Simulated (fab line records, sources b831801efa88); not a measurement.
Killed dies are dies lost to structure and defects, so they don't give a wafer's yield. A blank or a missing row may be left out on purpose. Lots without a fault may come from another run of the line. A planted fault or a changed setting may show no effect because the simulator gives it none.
One fault seen from 2 desks | flow sky130 | each desk has only its own numbers; what lay behind them comes last

THE METROLOGY DESK
What the gauges read, lot by lot, whatever tool the lot ran on: means of the sampled wafers that have a number. A lot is out of limits, marked OUT, if its mean lies more than 4 standard deviations from the usual mean; the brackets give that distance.
Columns: A = VIA4_OVL at SKY_VIA4_OVL_MEAS_11, usual -0.6 nm
lot  | first seen here | A
L865 | day 42 21:44    | -0.9
L867 | day 43 12:58    | -2.8
L869 | day 44 20:20    | -1.1
L873 | day 45 05:05    | -0.6
L876 | day 46 02:44    | -0.5
L877 | day 46 09:08    | 0.5
L881 | day 47 05:43    | 0.0
This desk's finding: nothing out of limits on any of the 7 lots.

THE TOOL OWNER'S DESK: pvd_sputter-02
The tool's own readings at SKY_VIA4_SPUTTER_17 (material TiN, target thk 20 nm, time 80 s): means of the sampled wafers that have a number, for each lot that ran on this tool. A lot is out of limits, marked OUT, if its mean lies more than 4 standard deviations from the usual mean; the brackets give that distance.
Columns: A = cathode_dc_power_W at SKY_VIA4_SPUTTER_17, usual 4000.1 W; B = throttle_valve_pct at SKY_VIA4_SPUTTER_17, usual 29.9 %
lot  | first seen here | A      | B
L867 | day 43 13:42    | 3999.9 | 29.9
L869 | day 44 21:02    | 3999.9 | 30.4
L873 | day 45 05:49    | 3999.3 | 30.0
L877 | day 46 09:51    | 3999.4 | 29.9
This desk's finding: nothing out of limits on any of the 4 lots.

PUT TOGETHER
The metrology desk saw nothing out of limits.
The tool owner's desk saw nothing out of limits.

WHAT THE SIMULATOR HAD PUT IN
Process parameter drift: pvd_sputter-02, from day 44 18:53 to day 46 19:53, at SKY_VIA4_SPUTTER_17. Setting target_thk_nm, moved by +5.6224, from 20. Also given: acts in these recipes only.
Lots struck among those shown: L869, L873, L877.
